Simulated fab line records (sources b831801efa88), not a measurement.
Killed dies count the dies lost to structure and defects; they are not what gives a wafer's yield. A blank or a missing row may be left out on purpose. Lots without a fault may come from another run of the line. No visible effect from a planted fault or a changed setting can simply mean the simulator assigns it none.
A sampling plan put to the test / flow gf180mcu / 52 faults told of in these records, all on one fab line, each judged by the records of the lots it struck
Plan = the line's own looks (route steps where a gauge or an inspection reads the wafer without altering it). Where struck wafers have a number at a look and the file lists that look's usual mean and standard deviation on fault-free wafers, the look can be judged. Caught: a look later than the fault's first step finds the struck wafers' mean 4 or more of those standard deviations (sigma) from the usual mean. On the tool: the test repeated on the tool's own readings taken at the fault's steps. Also counted as caught: the struck wafers showing another recipe, or a record that is empty for them alone.

== THE FAULTS, as the simulator had put them in ==
1. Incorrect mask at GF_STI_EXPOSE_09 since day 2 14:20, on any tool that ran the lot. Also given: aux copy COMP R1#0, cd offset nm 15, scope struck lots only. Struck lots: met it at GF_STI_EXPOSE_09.
2. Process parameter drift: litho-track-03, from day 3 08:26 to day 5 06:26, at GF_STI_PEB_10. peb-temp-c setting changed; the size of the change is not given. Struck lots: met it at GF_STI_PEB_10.
3. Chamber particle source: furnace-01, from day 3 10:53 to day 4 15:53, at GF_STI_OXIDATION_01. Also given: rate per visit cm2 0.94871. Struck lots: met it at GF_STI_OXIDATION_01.
4. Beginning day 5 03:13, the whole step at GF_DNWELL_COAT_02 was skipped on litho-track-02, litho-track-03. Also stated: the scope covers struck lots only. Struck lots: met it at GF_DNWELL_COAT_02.
5. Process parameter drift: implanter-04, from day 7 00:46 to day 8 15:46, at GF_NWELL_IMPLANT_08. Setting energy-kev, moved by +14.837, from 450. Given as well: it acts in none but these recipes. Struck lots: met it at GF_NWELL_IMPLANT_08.
6. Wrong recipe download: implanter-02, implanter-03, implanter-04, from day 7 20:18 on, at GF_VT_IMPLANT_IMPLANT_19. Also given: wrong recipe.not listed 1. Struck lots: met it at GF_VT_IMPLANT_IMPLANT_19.
7. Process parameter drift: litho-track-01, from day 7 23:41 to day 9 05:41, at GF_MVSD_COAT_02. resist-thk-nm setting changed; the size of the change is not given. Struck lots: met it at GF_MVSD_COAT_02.
8. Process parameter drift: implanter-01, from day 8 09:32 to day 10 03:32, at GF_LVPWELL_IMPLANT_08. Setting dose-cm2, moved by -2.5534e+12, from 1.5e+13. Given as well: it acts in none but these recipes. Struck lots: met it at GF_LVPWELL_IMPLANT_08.
9. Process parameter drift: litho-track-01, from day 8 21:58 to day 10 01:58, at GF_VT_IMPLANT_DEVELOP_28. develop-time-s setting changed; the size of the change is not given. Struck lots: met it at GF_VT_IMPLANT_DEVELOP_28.
10. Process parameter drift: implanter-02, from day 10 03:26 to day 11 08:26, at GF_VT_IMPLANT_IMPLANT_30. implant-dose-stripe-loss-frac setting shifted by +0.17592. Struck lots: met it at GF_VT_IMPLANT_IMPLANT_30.
11. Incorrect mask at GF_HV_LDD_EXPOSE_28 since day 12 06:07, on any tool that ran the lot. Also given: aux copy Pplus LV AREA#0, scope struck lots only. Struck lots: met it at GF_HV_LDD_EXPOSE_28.
12. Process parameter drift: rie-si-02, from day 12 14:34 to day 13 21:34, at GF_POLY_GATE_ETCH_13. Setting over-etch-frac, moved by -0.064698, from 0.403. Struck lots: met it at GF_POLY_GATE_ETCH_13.
13. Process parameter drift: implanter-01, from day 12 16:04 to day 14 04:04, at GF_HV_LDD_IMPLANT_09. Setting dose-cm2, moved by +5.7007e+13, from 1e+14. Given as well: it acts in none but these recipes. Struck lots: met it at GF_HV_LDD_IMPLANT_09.
14. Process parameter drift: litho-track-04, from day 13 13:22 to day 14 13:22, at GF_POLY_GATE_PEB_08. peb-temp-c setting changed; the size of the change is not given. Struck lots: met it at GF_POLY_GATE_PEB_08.
15. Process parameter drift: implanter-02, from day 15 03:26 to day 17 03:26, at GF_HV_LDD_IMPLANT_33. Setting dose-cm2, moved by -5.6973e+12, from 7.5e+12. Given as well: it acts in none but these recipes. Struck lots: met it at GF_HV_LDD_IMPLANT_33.
16. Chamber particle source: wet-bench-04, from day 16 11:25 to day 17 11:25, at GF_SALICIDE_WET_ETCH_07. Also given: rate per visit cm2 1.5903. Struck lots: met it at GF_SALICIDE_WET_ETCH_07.
17. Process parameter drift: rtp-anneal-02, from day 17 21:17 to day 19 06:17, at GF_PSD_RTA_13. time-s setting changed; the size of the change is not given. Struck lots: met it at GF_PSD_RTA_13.
18. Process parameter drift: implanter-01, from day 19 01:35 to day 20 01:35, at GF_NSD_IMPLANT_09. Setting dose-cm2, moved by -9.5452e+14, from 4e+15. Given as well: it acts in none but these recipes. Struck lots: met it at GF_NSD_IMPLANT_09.
19. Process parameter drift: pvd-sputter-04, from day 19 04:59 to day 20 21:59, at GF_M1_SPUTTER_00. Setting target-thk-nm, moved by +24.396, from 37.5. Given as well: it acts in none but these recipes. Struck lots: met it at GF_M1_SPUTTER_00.
20. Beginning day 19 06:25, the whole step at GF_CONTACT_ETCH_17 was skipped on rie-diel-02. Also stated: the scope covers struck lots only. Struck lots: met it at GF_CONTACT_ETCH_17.
21. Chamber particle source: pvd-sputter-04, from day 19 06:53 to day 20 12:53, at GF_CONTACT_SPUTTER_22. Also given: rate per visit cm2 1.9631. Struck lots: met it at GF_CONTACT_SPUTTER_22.
22. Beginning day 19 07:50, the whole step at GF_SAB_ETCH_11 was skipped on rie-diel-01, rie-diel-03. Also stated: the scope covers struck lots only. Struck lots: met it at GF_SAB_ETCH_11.
23. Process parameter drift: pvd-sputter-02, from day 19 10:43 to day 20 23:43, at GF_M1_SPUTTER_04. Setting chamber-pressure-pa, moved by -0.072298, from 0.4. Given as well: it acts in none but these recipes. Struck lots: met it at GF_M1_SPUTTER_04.
24. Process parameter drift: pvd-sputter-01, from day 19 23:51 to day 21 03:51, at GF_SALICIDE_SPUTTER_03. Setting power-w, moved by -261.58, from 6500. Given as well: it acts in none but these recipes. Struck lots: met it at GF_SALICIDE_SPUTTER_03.
25. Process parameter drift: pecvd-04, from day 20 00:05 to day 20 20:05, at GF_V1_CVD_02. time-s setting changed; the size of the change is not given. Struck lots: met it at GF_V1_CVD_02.
26. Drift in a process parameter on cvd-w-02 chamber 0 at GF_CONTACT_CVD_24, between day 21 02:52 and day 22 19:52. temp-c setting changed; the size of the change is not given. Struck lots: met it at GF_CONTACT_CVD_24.
27. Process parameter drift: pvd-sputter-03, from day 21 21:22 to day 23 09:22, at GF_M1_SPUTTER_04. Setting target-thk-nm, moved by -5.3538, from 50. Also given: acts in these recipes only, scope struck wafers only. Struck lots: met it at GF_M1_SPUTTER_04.
28. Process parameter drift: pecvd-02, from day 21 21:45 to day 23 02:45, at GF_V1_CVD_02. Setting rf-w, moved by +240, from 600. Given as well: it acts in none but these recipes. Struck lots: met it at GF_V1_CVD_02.
29. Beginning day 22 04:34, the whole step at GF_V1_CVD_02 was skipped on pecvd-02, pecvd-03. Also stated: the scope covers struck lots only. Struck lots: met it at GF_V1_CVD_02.
30. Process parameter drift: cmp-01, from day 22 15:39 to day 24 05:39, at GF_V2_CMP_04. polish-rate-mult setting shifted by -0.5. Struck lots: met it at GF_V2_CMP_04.
31. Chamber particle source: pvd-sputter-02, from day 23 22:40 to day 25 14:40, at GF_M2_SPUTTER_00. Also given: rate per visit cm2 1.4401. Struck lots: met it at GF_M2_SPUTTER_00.
32. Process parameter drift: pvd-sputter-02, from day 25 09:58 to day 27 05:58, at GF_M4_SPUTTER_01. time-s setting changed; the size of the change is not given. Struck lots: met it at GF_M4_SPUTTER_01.
33. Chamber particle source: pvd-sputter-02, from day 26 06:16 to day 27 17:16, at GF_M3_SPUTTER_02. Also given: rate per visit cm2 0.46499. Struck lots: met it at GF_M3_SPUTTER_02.
34. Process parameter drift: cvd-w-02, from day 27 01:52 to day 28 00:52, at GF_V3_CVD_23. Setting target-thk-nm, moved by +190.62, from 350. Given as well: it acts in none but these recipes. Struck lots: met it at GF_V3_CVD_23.
35. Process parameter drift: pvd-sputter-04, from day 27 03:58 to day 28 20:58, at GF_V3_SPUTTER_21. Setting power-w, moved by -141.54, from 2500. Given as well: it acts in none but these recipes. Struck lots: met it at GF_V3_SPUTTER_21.
36. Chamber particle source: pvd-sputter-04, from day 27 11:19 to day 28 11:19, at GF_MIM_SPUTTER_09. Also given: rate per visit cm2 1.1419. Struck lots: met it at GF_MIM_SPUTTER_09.
37. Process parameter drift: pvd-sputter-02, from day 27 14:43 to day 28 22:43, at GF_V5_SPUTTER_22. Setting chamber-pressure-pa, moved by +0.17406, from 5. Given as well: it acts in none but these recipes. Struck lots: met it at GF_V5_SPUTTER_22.
38. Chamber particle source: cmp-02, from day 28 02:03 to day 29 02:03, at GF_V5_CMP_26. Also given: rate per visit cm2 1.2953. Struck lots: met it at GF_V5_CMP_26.
39. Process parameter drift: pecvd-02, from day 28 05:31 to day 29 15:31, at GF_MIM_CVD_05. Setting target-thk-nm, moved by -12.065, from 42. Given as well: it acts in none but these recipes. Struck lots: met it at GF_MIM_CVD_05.
40. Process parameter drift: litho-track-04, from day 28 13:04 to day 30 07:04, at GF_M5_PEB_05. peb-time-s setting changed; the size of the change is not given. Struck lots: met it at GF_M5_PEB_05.
41. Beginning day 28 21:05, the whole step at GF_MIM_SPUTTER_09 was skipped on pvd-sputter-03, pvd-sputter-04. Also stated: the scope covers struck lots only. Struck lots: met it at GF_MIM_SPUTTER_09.
42. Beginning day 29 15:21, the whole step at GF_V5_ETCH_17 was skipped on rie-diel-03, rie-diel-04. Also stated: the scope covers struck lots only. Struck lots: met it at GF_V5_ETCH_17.
43. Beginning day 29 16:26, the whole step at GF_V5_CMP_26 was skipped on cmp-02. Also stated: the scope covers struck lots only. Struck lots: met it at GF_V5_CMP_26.
44. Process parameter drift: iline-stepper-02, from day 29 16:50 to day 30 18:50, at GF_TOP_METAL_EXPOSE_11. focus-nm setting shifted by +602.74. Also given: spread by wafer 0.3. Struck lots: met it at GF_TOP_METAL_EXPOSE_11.
45. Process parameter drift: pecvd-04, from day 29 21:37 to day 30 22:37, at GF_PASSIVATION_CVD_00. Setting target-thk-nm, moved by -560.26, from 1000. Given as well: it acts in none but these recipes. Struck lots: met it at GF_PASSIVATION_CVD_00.
46. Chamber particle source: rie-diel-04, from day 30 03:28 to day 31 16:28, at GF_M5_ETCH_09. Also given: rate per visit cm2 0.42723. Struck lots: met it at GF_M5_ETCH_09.
47. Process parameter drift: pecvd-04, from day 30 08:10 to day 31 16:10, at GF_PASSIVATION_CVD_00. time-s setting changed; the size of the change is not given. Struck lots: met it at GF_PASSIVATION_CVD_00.
48. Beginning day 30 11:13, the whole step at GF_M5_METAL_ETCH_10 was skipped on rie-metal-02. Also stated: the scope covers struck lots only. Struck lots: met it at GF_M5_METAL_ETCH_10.
49. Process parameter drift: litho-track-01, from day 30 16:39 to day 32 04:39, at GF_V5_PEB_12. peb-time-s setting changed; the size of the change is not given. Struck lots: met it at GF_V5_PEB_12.
50. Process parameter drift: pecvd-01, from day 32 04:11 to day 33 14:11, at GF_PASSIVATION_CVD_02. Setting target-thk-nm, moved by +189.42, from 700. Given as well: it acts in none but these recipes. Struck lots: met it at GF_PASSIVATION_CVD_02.
51. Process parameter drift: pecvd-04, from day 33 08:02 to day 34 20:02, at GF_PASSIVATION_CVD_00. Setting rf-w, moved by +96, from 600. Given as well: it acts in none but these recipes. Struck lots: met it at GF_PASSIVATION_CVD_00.
52. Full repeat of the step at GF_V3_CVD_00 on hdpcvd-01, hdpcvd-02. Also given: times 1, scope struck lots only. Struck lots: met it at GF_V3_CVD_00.

== WHAT THE PLAN SAW ==
fault=1; on the tool itself=under 2 sigma; first look that catches it=GF_STI_CD_MEAS_12; reading, sigma=cd-nm +10; median hours from its first step to that look=6.0; hours from the fault's start to the first struck lot there=8; judged looks passed uncaught=0
fault=2; on the tool itself=heater-power-total-W -8.0 sigma; first look that catches it=not the one look that can be judged after it; reading, sigma=-; median hours from its first step to that look=-; hours from the fault's start to the first struck lot there=-; judged looks passed uncaught=1
fault=3; on the tool itself=under 2 sigma; first look that catches it=none of the 6 looks that can be judged after it; reading, sigma=-; median hours from its first step to that look=-; hours from the fault's start to the first struck lot there=-; judged looks passed uncaught=6
fault=4; on the tool itself=the tool's record is blank for the struck wafers; first look that catches it=GF_NWELL_TW_MEAS_11; reading, sigma=NWELL_TW +26; median hours from its first step to that look=23.2; hours from the fault's start to the first struck lot there=26; judged looks passed uncaught=0
fault=5; on the tool itself=beam-energy-keV +99 or beyond sigma; first look that catches it=none of the 2 looks that can be judged after it; reading, sigma=strongest: NWELL_RS at GF_VT_IMPLANT_RS_MEAS_47, -3.2; median hours from its first step to that look=-; hours from the fault's start to the first struck lot there=-; judged looks passed uncaught=2
fault=6; on the tool itself=under 2 sigma; first look that catches it=GF_VT_IMPLANT_TW_MEAS_21; reading, sigma=VT_IMPLANT_2_TW -30; median hours from its first step to that look=0.2; hours from the fault's start to the first struck lot there=6; judged looks passed uncaught=0
fault=7; on the tool itself=under 2 sigma; first look that catches it=not the one look that can be judged after it; reading, sigma=-; median hours from its first step to that look=-; hours from the fault's start to the first struck lot there=-; judged looks passed uncaught=1
fault=8; on the tool itself=dose-ions-cm2 -99 or beyond sigma; first look that catches it=GF_LVPWELL_TW_MEAS_11; reading, sigma=LVPWELL_TW -7.0; median hours from its first step to that look=0.4; hours from the fault's start to the first struck lot there=4; judged looks passed uncaught=0
fault=9; on the tool itself=no reading that can be judged; first look that catches it=GF_VT_IMPLANT_TW_MEAS_32; reading, sigma=VT_IMPLANT_3_TW -95; median hours from its first step to that look=0.5; hours from the fault's start to the first struck lot there=4; judged looks passed uncaught=0
fault=10; on the tool itself=no reading that can be judged; first look that catches it=none of the 8 looks that can be judged after it; reading, sigma=-; median hours from its first step to that look=-; hours from the fault's start to the first struck lot there=-; judged looks passed uncaught=8
fault=11; on the tool itself=no reading that can be judged; first look that catches it=GF_HV_LDD_TW_MEAS_38; reading, sigma=HV_LDD_3_TW -99 or beyond; median hours from its first step to that look=10.2; hours from the fault's start to the first struck lot there=13; judged looks passed uncaught=0
fault=12; on the tool itself=under 2 sigma; first look that catches it=no look after it can be judged; reading, sigma=-; median hours from its first step to that look=-; hours from the fault's start to the first struck lot there=-; judged looks passed uncaught=0
fault=13; on the tool itself=dose-ions-cm2 +99 or beyond sigma; first look that catches it=GF_HV_LDD_TW_MEAS_11; reading, sigma=HV_LDD_TW +13; median hours from its first step to that look=0.2; hours from the fault's start to the first struck lot there=4; judged looks passed uncaught=0
fault=14; on the tool itself=heater-power-total-W -27 sigma; first look that catches it=GF_POLY_GATE_CD_MEAS_10; reading, sigma=cd-nm +7.9; median hours from its first step to that look=0.3; hours from the fault's start to the first struck lot there=4; judged looks passed uncaught=0
fault=15; on the tool itself=dose-ions-cm2 -99 or beyond sigma; first look that catches it=GF_HV_LDD_TW_MEAS_38; reading, sigma=HV_LDD_3_TW -8.2; median hours from its first step to that look=0.7; hours from the fault's start to the first struck lot there=9; judged looks passed uncaught=0
fault=16; on the tool itself=no reading that can be judged; first look that catches it=no look after it can be judged; reading, sigma=-; median hours from its first step to that look=-; hours from the fault's start to the first struck lot there=-; judged looks passed uncaught=0
fault=17; on the tool itself=run-length-s +61 sigma; first look that catches it=GF_PSD_RS_MEAS_14; reading, sigma=NSD_RS -44; median hours from its first step to that look=0.1; hours from the fault's start to the first struck lot there=5; judged looks passed uncaught=0
fault=18; on the tool itself=dose-ions-cm2 -99 or beyond sigma; first look that catches it=GF_PSD_RS_MEAS_14; reading, sigma=NSD_RS +26; median hours from its first step to that look=26.0; hours from the fault's start to the first struck lot there=39; judged looks passed uncaught=0
fault=19; on the tool itself=under 2 sigma; first look that catches it=not the one look that can be judged after it; reading, sigma=-; median hours from its first step to that look=-; hours from the fault's start to the first struck lot there=-; judged looks passed uncaught=1
fault=20; on the tool itself=the tool's record is blank for the struck wafers; first look that catches it=no look after it can be judged; reading, sigma=-; median hours from its first step to that look=-; hours from the fault's start to the first struck lot there=-; judged looks passed uncaught=0
fault=21; on the tool itself=under 2 sigma; first look that catches it=no look after it can be judged; reading, sigma=-; median hours from its first step to that look=-; hours from the fault's start to the first struck lot there=-; judged looks passed uncaught=0
fault=22; on the tool itself=the tool's record is blank for the struck wafers; first look that catches it=no look after it can be judged; reading, sigma=-; median hours from its first step to that look=-; hours from the fault's start to the first struck lot there=-; judged looks passed uncaught=0
fault=23; on the tool itself=chamber-pressure-pa -84 sigma; first look that catches it=none of the 7 looks that can be judged after it; reading, sigma=-; median hours from its first step to that look=-; hours from the fault's start to the first struck lot there=-; judged looks passed uncaught=7
fault=24; on the tool itself=cathode-dc-power-W -99 or beyond sigma; first look that catches it=none of the 2 looks that can be judged after it; reading, sigma=strongest: SALICIDE_TIN_THK at GF_SALICIDE_THK_MEAS_05, -2.8; median hours from its first step to that look=-; hours from the fault's start to the first struck lot there=-; judged looks passed uncaught=2
fault=25; on the tool itself=run-length-s +5.8 sigma; first look that catches it=not the one look that can be judged after it; reading, sigma=strongest: V1_CVD_02_THK at GF_V1_THK_MEAS_03, +3.2; median hours from its first step to that look=-; hours from the fault's start to the first struck lot there=-; judged looks passed uncaught=1
fault=26; on the tool itself=susceptor-temp-C -47 sigma; first look that catches it=GF_CONTACT_RS_MEAS_25; reading, sigma=CONTACT_W_RS +17; median hours from its first step to that look=0.1; hours from the fault's start to the first struck lot there=6; judged looks passed uncaught=0
fault=27; on the tool itself=under 2 sigma; first look that catches it=none of the 7 looks that can be judged after it; reading, sigma=-; median hours from its first step to that look=-; hours from the fault's start to the first struck lot there=-; judged looks passed uncaught=7
fault=28; on the tool itself=rf-fwd-power-W +99 or beyond sigma; first look that catches it=GF_V1_THK_MEAS_03; reading, sigma=V1_CVD_02_THK +7.7; median hours from its first step to that look=0.1; hours from the fault's start to the first struck lot there=13; judged looks passed uncaught=0
fault=29; on the tool itself=the tool's record is blank for the struck wafers; first look that catches it=no look after it can be judged; reading, sigma=-; median hours from its first step to that look=-; hours from the fault's start to the first struck lot there=-; judged looks passed uncaught=0
fault=30; on the tool itself=time-to-endpoint-s +4.1 sigma; first look that catches it=no look after it can be judged; reading, sigma=-; median hours from its first step to that look=-; hours from the fault's start to the first struck lot there=-; judged looks passed uncaught=0
fault=31; on the tool itself=under 2 sigma; first look that catches it=not the one look that can be judged after it; reading, sigma=-; median hours from its first step to that look=-; hours from the fault's start to the first struck lot there=-; judged looks passed uncaught=1
fault=32; on the tool itself=under 2 sigma; first look that catches it=no look after it can be judged; reading, sigma=-; median hours from its first step to that look=-; hours from the fault's start to the first struck lot there=-; judged looks passed uncaught=0
fault=33; on the tool itself=under 2 sigma; first look that catches it=not the one look that can be judged after it; reading, sigma=-; median hours from its first step to that look=-; hours from the fault's start to the first struck lot there=-; judged looks passed uncaught=1
fault=34; on the tool itself=under 2 sigma; first look that catches it=GF_V3_RS_MEAS_24; reading, sigma=V3_W_RS -28; median hours from its first step to that look=0.2; hours from the fault's start to the first struck lot there=5; judged looks passed uncaught=0
fault=35; on the tool itself=cathode-dc-power-W -99 or beyond sigma; first look that catches it=no look after it can be judged; reading, sigma=-; median hours from its first step to that look=-; hours from the fault's start to the first struck lot there=-; judged looks passed uncaught=0
fault=36; on the tool itself=under 2 sigma; first look that catches it=no look after it can be judged; reading, sigma=-; median hours from its first step to that look=-; hours from the fault's start to the first struck lot there=-; judged looks passed uncaught=0
fault=37; on the tool itself=chamber-pressure-pa +18 sigma; first look that catches it=no look after it can be judged; reading, sigma=-; median hours from its first step to that look=-; hours from the fault's start to the first struck lot there=-; judged looks passed uncaught=0
fault=38; on the tool itself=under 2 sigma; first look that catches it=no look after it can be judged; reading, sigma=-; median hours from its first step to that look=-; hours from the fault's start to the first struck lot there=-; judged looks passed uncaught=0
fault=39; on the tool itself=under 2 sigma; first look that catches it=GF_MIM_THK_MEAS_06; reading, sigma=MIM_CVD_05_THK -23; median hours from its first step to that look=0.1; hours from the fault's start to the first struck lot there=11; judged looks passed uncaught=0
fault=40; on the tool itself=under 2 sigma; first look that catches it=none of the 2 looks that can be judged after it; reading, sigma=strongest: cd-nm at GF_M5_CD_MEAS_07, -2.4; median hours from its first step to that look=-; hours from the fault's start to the first struck lot there=-; judged looks passed uncaught=2
fault=41; on the tool itself=the tool's record is blank for the struck wafers; first look that catches it=GF_MIM_THK_MEAS_11; reading, sigma=MIM_ALCU_THK +6.4; median hours from its first step to that look=0.2; hours from the fault's start to the first struck lot there=5; judged looks passed uncaught=0
fault=42; on the tool itself=the tool's record is blank for the struck wafers; first look that catches it=no look after it can be judged; reading, sigma=-; median hours from its first step to that look=-; hours from the fault's start to the first struck lot there=-; judged looks passed uncaught=0
fault=43; on the tool itself=no reading that can be judged; first look that catches it=no look after it can be judged; reading, sigma=-; median hours from its first step to that look=-; hours from the fault's start to the first struck lot there=-; judged looks passed uncaught=0
fault=44; on the tool itself=exposure-dose-mJ-cm2 -28 sigma; first look that catches it=GF_TOP_METAL_CD_MEAS_14; reading, sigma=cd-nm -21; median hours from its first step to that look=8.9; hours from the fault's start to the first struck lot there=33; judged looks passed uncaught=0
fault=45; on the tool itself=under 2 sigma; first look that catches it=GF_PASSIVATION_THK_MEAS_01; reading, sigma=PASSIVATION_CVD_00_THK -42; median hours from its first step to that look=0.1; hours from the fault's start to the first struck lot there=6; judged looks passed uncaught=0
fault=46; on the tool itself=under 2 sigma; first look that catches it=none of the 2 looks that can be judged after it; reading, sigma=-; median hours from its first step to that look=-; hours from the fault's start to the first struck lot there=-; judged looks passed uncaught=2
fault=47; on the tool itself=run-length-s +9.6 sigma; first look that catches it=GF_PASSIVATION_THK_MEAS_01; reading, sigma=PASSIVATION_CVD_00_THK +4.6; median hours from its first step to that look=0.1; hours from the fault's start to the first struck lot there=5; judged looks passed uncaught=0
fault=48; on the tool itself=the tool's record is blank for the struck wafers; first look that catches it=no look after it can be judged; reading, sigma=-; median hours from its first step to that look=-; hours from the fault's start to the first struck lot there=-; judged looks passed uncaught=0
fault=49; on the tool itself=heater-power-total-W +44 sigma; first look that catches it=not the one look that can be judged after it; reading, sigma=strongest: cd-nm at GF_V5_CD_MEAS_14, -2.4; median hours from its first step to that look=-; hours from the fault's start to the first struck lot there=-; judged looks passed uncaught=1
fault=50; on the tool itself=under 2 sigma; first look that catches it=GF_PASSIVATION_THK_MEAS_03; reading, sigma=PASSIVATION_CVD_02_THK +21; median hours from its first step to that look=0.3; hours from the fault's start to the first struck lot there=6; judged looks passed uncaught=0
fault=51; on the tool itself=rf-fwd-power-W +41 sigma; first look that catches it=not the one look that can be judged after it; reading, sigma=strongest: PASSIVATION_CVD_00_THK at GF_PASSIVATION_THK_MEAS_01, +3.5; median hours from its first step to that look=-; hours from the fault's start to the first struck lot there=-; judged looks passed uncaught=1
fault=52; on the tool itself=no reading that can be judged; first look that catches it=GF_V3_THK_MEAS_01; reading, sigma=V3_CVD_00_THK +84; median hours from its first step to that look=0.3; hours from the fault's start to the first struck lot there=-; judged looks passed uncaught=0
Dash: fault not caught, or number not given in these records.

Caught at a look: 21 of 52. Caught on the tool: 27 of 52. By one or the other: 36 of 52.
Faults 2, 5, 20, 22, 23, 24, 25, 29, 30, 35, 37, 42, 48, 49, 51 were caught on the tool alone.
Caught at a look alone: faults 1, 6, 9, 11, 34, 39, 45, 50, 52.
Caught by neither: faults 3, 7, 10, 12, 16, 19, 21, 27, 31, 32, 33, 36, 38, 40, 43, 46.

== THINNER SAMPLING ==
In the worst case, this is how late the first struck lot would be measured if the look that catches a fault measured only every second or every third lot, by lot number:
fault=1; struck lots at that look, in order of time=L509; every lot=8 h; every second lot=may miss it; every third lot=may miss it
fault=4; struck lots at that look, in order of time=L280, L281; every lot=26 h; every second lot=29 h; every third lot=may miss all 2
fault=6; struck lots at that look, in order of time=L717, L718, L719, L720; every lot=6 h; every second lot=13 h; every third lot=16 h
fault=8; struck lots at that look, in order of time=L876, L877, L878; every lot=4 h; every second lot=10 h; every third lot=13 h
fault=9; struck lots at that look, in order of time=L401, L402; every lot=4 h; every second lot=7 h; every third lot=may miss all 2
fault=11; struck lots at that look, in order of time=L242; every lot=13 h; every second lot=may miss it; every third lot=may miss it
fault=13; struck lots at that look, in order of time=L837, L839; every lot=4 h; every second lot=may miss all 2; every third lot=may miss all 2
fault=14; struck lots at that look, in order of time=L840, L841; every lot=4 h; every second lot=12 h; every third lot=may miss all 2
fault=15; struck lots at that look, in order of time=L662, L666; every lot=9 h; every second lot=may miss all 2; every third lot=may miss all 2
fault=17; struck lots at that look, in order of time=L207, L208; every lot=5 h; every second lot=15 h; every third lot=may miss all 2
fault=18; struck lots at that look, in order of time=L265, L266; every lot=39 h; every second lot=43 h; every third lot=may miss all 2
fault=26; struck lots at that look, in order of time=L406, L407; every lot=6 h; every second lot=10 h; every third lot=may miss all 2
fault=28; struck lots at that look, in order of time=L683, L685; every lot=13 h; every second lot=may miss all 2; every third lot=may miss all 2
fault=34; struck lots at that look, in order of time=L816, L817; every lot=5 h; every second lot=9 h; every third lot=may miss all 2
fault=39; struck lots at that look, in order of time=L498, L501; every lot=11 h; every second lot=29 h; every third lot=may miss all 2
fault=41; struck lots at that look, in order of time=L439, L440; every lot=5 h; every second lot=9 h; every third lot=may miss all 2
fault=44; struck lots at that look, in order of time=L511; every lot=33 h; every second lot=may miss it; every third lot=may miss it
fault=45; struck lots at that look, in order of time=L724, L726; every lot=6 h; every second lot=may miss all 2; every third lot=may miss all 2
fault=47; struck lots at that look, in order of time=L751, L752; every lot=5 h; every second lot=19 h; every third lot=may miss all 2
fault=50; struck lots at that look, in order of time=L344, L347; every lot=6 h; every second lot=21 h; every third lot=may miss all 2
Hours are from the fault's start to the first struck lot that is measured. Since the struck wafers were tested as one group against 4 sigma, a single lot by itself may lie under the limit. Other struck lots may not be in these records.

== THE LONGEST TIMED WAY FROM STEP TO LOOK ==
In fault 18, a median of 26.0 hours elapses between GF_NSD_IMPLANT_09 and GF_PSD_RS_MEAS_14. No look between them can be judged.
